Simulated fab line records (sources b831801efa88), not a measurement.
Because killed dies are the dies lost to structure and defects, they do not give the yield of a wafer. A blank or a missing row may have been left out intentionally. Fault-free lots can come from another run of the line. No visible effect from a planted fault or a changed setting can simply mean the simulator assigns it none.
A lot that was struck, set against a sound lot    flow sfq line    26 steps out of a route of 325
Sound: the wafers L155.1, L155.3, L155.6. Struck: wafer L170.1 (L170.2, L170.5, from the same lot, were not struck and are left out); the cause is given at the end.
Each step with rows lists, per side, the tool, then ch with its chambers, then its first start. Under that, the readings that differ: sound wafers    struck wafers    difference of the means    sigmas: that difference in standard deviations of wafers without a fault.
alike: same words and numbers on both sides, and readings whose means sit less than 2 such deviations apart. not compared: any withheld reading, any reading some wafer has no value for, any bound like >300 that may hide the same value, and any number with overlapping values for which the record gives no deviation.
Wherever a step has rows on one side only, a row that says differs or no value, or a row with sigmas, the two part there. Non-overlapping numbers with no deviation appear without sigmas and do not part them. Lack of a reading on every wafer of one side parts them only where that side has two or more wafers.

SFQ_L0_RS_MEAS_901: uses a four-point probe to measure.
  sound: film metro-02 at day 2 13:34; struck: film metro-04 at day 5 16:34
  alike: L0_MONX_KI_RS
SFQ_L0_THK_MEAS_902: measures by xrf.
  sound: film metro-02 at day 2 13:41; struck: film metro-04 at day 5 16:41
  alike: L0_MONX_KI_THK
then, 6 steps without rows for these wafers: SFQ_TRILAYER_L0_LITHO_COAT_010 (resist thk 62 nm); SFQ_TRILAYER_L0_LITHO_COAT_005 (resist thk 600 nm); SFQ_TRILAYER_L0_LITHO_SOFTBAKE_009; SFQ_TRILAYER_L0_LITHO_EXPOSE_006 (exposes mask L0, target cd 2000 nm); SFQ_TRILAYER_L0_LITHO_PEB_008 (peb time 60 s); SFQ_TRILAYER_L0_LITHO_DEVELOP_007 (time 60 s).
-- the record jumps here: 4 days lie between the struck wafers' starts before and after --
SFQ_TRILAYER_L0_BARC_OPEN_METAL_ETCH_010: etches BARC in O2, target depth 125 nm, time 41.7 s.
  sound on rie metal-03 ch 0,1, day 5 07:46; struck on rie metal-04 ch 1, day 9 12:34
  alike: drypump motor current A, oes product au
  not compared: rf hours counter h
SFQ_TRILAYER_L0_ETCH_METAL_ETCH_008: etches MoNx KI in SF6/O2, stops on SiO2, target depth 50 nm, time 25 s.
  sound on rie metal-03 ch 0,1, day 5 07:50; struck on rie metal-04 ch 1, day 9 12:38
reading                sound              struck  difference  sigmas
oes product au (a.u.)  0.875 0.871 0.861  0.856   -0.013      -2
  alike: drypump motor current A
  not compared: rf hours counter h
SFQ_TRILAYER_L0_STRIP_STRIP_009: strips in O2.
  sound on rie metal-03 ch 0,1, day 5 07:52; struck on rie metal-04 ch 1, day 9 12:41
  alike: drypump motor current A, oes product au
  not compared: rf hours counter h
then, 1 step without rows for these wafers: SFQ_TRILAYER_L0_STRIP_SOLV_CLEAN_010 (cleans in NMP, time 600 s).
SFQ_TRILAYER_L0_CAP_PECVD_011: deposits SiO2 from SiH4/N2O, time 13.333 s, target thk 60 nm.
  sound on pecvd-03 ch 0,1, day 5 08:41; struck on pecvd-01 ch 2, day 9 13:27
reading                                              sound             struck  difference  sigmas
model.SiO2_of_TRILAYER_L0_CAP_PECVD_011.thk nm (nm)  58.71 59.6 59.52  38.48   -20.80      
  alike: heater power w, throttle valve pct
then, 6 steps without rows for these wafers: SFQ_TRILAYER_L0_VIA_LITHO_COAT_018 (resist thk 62 nm); SFQ_TRILAYER_L0_VIA_LITHO_COAT_013 (resist thk 650 nm); SFQ_TRILAYER_L0_VIA_LITHO_SOFTBAKE_017; SFQ_TRILAYER_L0_VIA_LITHO_EXPOSE_014 (exposes mask L0V, target cd 700 nm); SFQ_TRILAYER_L0_VIA_LITHO_PEB_016 (peb time 60 s); SFQ_TRILAYER_L0_VIA_LITHO_DEVELOP_015 (time 60 s).
-- the record jumps here: 5 days lie between the struck wafers' starts before and after --
SFQ_L0V_OVL_MEAS_903:
  sound: overlay-02 at day 9 06:47; struck: overlay-01 at day 14 06:05
  alike: L0V_OVL
SFQ_TRILAYER_L0_VIA_BARC_OPEN_VIA_ETCH_021: etches BARC in O2, target depth 125 nm, time 41.7 s.
  sound on rie diel-01 ch 2,3, day 9 06:50; struck on rie diel-01 ch 0, day 14 06:08
reading                sound              struck  difference  sigmas
oes product au (a.u.)  0.675 0.684 0.675  0.688   +0.010      +2
  alike: drypump motor current A
  not compared: rf hours counter h
SFQ_TRILAYER_L0_VIA_ETCH_VIA_ETCH_016: etches SiO2 in CHF3, stops on MoNx KI, target depth 80 nm.
  sound on rie diel-01 ch 2,3, day 9 06:52; struck on rie diel-01 ch 0, day 14 06:10
reading                          sound              struck  difference  sigmas
oes product au (a.u.)            0.831 0.831 0.839  0.683   -0.151      -16
model.etch.depth nm (nm)         58.71 59.6 59.52   38.48   -20.80      
model.L0V.feature depth nm (nm)  58.71 59.6 59.52   38.48   -20.80      
  alike: drypump motor current A
then, 2 steps without rows for these wafers: SFQ_TRILAYER_L0_VIA_STRIP_STRIP_017 (strips in O2); SFQ_TRILAYER_L0_VIA_STRIP_SOLV_CLEAN_018 (cleans in NMP, time 600 s).
SFQ_TRILAYER_M0_DEP_PRE_CLEAN_020: time 15 s.
  sound: pvd sputter-05 at day 9 07:41; struck: pvd sputter-03 at day 14 07:00
reading                                              sound             struck  difference  sigmas
model.SiO2_of_TRILAYER_L0_CAP_PECVD_011.thk nm (nm)  53.71 54.6 54.52  33.48   -20.80      
SFQ_TRILAYER_M0_DEP_SPUTTER_019: material Nb, target thk 200 nm, time 133.3 s.
  sound: pvd sputter-05 at day 9 07:43; struck: pvd sputter-03 at day 14 07:02
  alike: throttle valve pct

## WHERE THEY PART
Earliest at SFQ_TRILAYER_L0_ETCH_METAL_ETCH_008; latest, in this record, at SFQ_TRILAYER_L0_VIA_ETCH_VIA_ETCH_016. Later steps at which nothing parts them and some readings are alike: SFQ_TRILAYER_M0_DEP_SPUTTER_019.

WHY: what the simulator had put in
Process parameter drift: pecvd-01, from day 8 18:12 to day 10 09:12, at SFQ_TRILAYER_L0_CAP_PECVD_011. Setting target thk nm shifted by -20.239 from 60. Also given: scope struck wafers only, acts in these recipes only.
